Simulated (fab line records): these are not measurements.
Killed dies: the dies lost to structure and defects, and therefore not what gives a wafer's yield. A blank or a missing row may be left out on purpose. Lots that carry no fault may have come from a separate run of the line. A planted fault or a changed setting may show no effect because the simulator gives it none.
Which tool is to blame? | flow gf180mcu | 11 lots, 33 wafers sampled, at 1 step of a route of 602

== WHAT EACH GAUGE READ, for each wafer ==
GF_M4_OVL_MEAS_15.
lot  | measured     | on         | M4_OVL (nm)
L337 | day 23 22:28 | overlay-02 | 15 0 4
L338 | day 24 04:15 | overlay-01 | -8 -6 -2
L341 | day 25 05:25 | overlay-02 | 7 3 0
L345 | day 27 10:45 | overlay-01 | 3 7 11
L348 | day 27 20:31 | overlay-01 | -3 -1 -6
L349 | day 28 04:49 | overlay-02 | 7 3 1
L350 | day 28 05:19 | overlay-01 | -9 -8 -6
L352 | day 28 18:28 | overlay-02 | 10 9 11
L354 | day 29 16:34 | overlay-01 | 6 5 6
L355 | day 30 00:11 | overlay-02 | 1 -2 0
L356 | day 30 07:34 | overlay-02 | -4 1 -2

== WHICH TOOL RAN EACH LOT (tool, then ch and the chambers of the sampled wafers, then the start) ==
Record: no process step prior to these readings.

== THE ANSWER, worked out from the rows above alone ==
Rule: what is usual is taken from the lots themselves. Put in order of their means at a reading, lots are off if they are a third of the lots or fewer, leave a main group of 4 or more, and stand apart from it by a gap of 3 or more times the standard deviation of the main group's means; of several such gaps the widest counts. If all means in a main group match to the digits the tables above print for the reading, that group is not used. A lot without any number at a reading at which 4 lots or more have one is off too. Any other lot the step has rows for is counted as sound.
No lot is off at any reading shown: from this, nothing can be told.

== WHAT THE SIMULATOR HAD INSERTED ==
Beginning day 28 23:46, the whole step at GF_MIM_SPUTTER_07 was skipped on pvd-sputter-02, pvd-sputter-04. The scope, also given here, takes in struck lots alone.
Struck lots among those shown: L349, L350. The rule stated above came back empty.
